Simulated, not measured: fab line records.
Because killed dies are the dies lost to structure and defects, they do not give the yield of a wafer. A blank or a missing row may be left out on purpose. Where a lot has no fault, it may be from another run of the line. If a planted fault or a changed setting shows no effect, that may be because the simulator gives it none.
What tool caused it? -- flow gf180mcu -- 11 lots, 33 wafers sampled, at 5 steps of a route of 602

== WHAT THE GAUGES SHOWED, per wafer ==
GF_V4_THK_MEAS_01.
lot,measured,on,V4_CVD_00_THK (nm)
L741,day 23 10:55,film-metro-02,595 591 597
L743,day 24 00:23,film-metro-02,604 609 599
L747,day 25 15:55,film-metro-04,603 608 609
L748,day 26 00:16,film-metro-03,599 610 613
L749,day 26 18:07,film-metro-04,603 610 607
L756,day 28 11:01,film-metro-03,505 513 506
L757,day 28 20:50,film-metro-03,600 599 595
L759,day 29 11:40,film-metro-04,513 524 511
L762,day 30 02:10,film-metro-04,596 596 591
L763,day 30 04:26,film-metro-04,600 597 595
L764,day 30 11:43,film-metro-04,596 611 606

== EACH LOT AND THE TOOL THAT RAN IT (in order: tool; ch and the chambers of the sampled wafers; start) ==
lot,GF_V3_ETCH_16,GF_V3_CVD_23,GF_M4_STRIP_17,GF_V4_CVD_00
L741,"rie-diel-04 ch 0,2,3, day 22 09:26","cvd-w-01 ch 0,1, day 22 10:14","plasma-asher-04 ch 0, day 23 10:11","hdpcvd-02 ch 0,1,2, day 23 10:50"
L743,"rie-diel-02 ch 0,1,2, day 22 23:38","cvd-w-02 ch 0,1, day 23 00:24","plasma-asher-01 ch 1, day 23 23:46","hdpcvd-02 ch 0,2, day 24 00:19"
L747,"rie-diel-02 ch 0,2, day 24 16:26","cvd-w-02 ch 0,1, day 24 17:12","plasma-asher-01 ch 0,1, day 25 15:12","hdpcvd-02 ch 1,2, day 25 15:50"
L748,"rie-diel-04 ch 2,3, day 24 23:56","cvd-w-01 ch 0,1, day 25 00:48","plasma-asher-03 ch 1, day 25 22:38","hdpcvd-01 ch 0,1,2, day 26 00:12"
L749,"rie-diel-02 ch 0,2,3, day 25 18:50","cvd-w-02 ch 0,1, day 25 19:57","plasma-asher-04 ch 0,1, day 26 17:30","hdpcvd-01 ch 0,1,2, day 26 18:02"
L756,"rie-diel-01 ch 0,1,2, day 27 13:32","cvd-w-02 ch 0,1, day 27 14:19","plasma-asher-04 ch 0,1, day 28 10:24","hdpcvd-02 ch 0,1,2, day 28 10:56"
L757,"rie-diel-01 ch 0,2,3, day 27 23:08","cvd-w-02 ch 0,1, day 27 23:56","plasma-asher-03 ch 0,1, day 28 20:14","hdpcvd-01 ch 0,2, day 28 20:44"
L759,"rie-diel-02 ch 2,3, day 28 14:17","cvd-w-01 ch 1, day 28 15:05","plasma-asher-04 ch 0,1, day 29 11:03","hdpcvd-02 ch 0,2, day 29 11:35"
L762,"rie-diel-02 ch 0,2,3, day 29 05:17","cvd-w-02 ch 0,1, day 29 06:04","plasma-asher-03 ch 0,1, day 30 01:34","hdpcvd-01 ch 0,1, day 30 02:06"
L763,"rie-diel-04 ch 0,1,2, day 29 07:08","cvd-w-02 ch 0,1, day 29 07:55","plasma-asher-04 ch 0,1, day 30 03:49","hdpcvd-01 ch 0,1,2, day 30 04:21"
L764,"rie-diel-01 ch 2,3, day 29 15:14","cvd-w-01 ch 0,1, day 29 16:02","plasma-asher-04 ch 0,1, day 30 11:07","hdpcvd-01 ch 0,1,2, day 30 11:37"
- GF_V3_ETCH_16: etches BARC in N2/H2.
- GF_V3_CVD_23: deposits W, target thk 350 nm, time 104.9 s.
- GF_M4_STRIP_17: strips in O2/N2.
- GF_V4_CVD_00: deposits SiO2, target thk 600 nm, time 100 s.

== THE ANSWER, worked out from the rows above alone ==
Rule: usual is defined by the lots themselves. The widest of any qualifying gaps counts: lots, ordered by their means at a reading, are off when they make up no more than a third of the lots, leave a main group of 4 or more, and stand apart from it by 3 or more times the standard deviation of that group's means. A main group whose means are all the same, to the digits that the tables above print for the reading, isn't used. A lot without any number at a reading at which 4 lots or more have one is off too. Any other lot the step has rows for is counted as sound.
Off: at GF_V4_THK_MEAS_01 (V4_CVD_00_THK), L756, L759. For the main group the mean is 601 nm and the standard deviation 5.1.
If a tool, at a process step before that reading, ran all the lots that are off and no sound lot after the first of them, it fits. Gauges at GF_V4_THK_MEAS_01: tried the same way as those tools. One fits: GF_V4_CVD_00 on hdpcvd-02. A fault onset in the window from L747 (day 25 15:50, its last sound lot) to L756 (day 28 10:56, its first lot off) fits.

== WHAT THE SIMULATOR HAD PUT IN ==
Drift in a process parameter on hdpcvd-02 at GF_V4_CVD_00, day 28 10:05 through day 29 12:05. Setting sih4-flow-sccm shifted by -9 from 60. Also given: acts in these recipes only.
Struck lots among those shown: L756, L759. The same result came from the rule above.
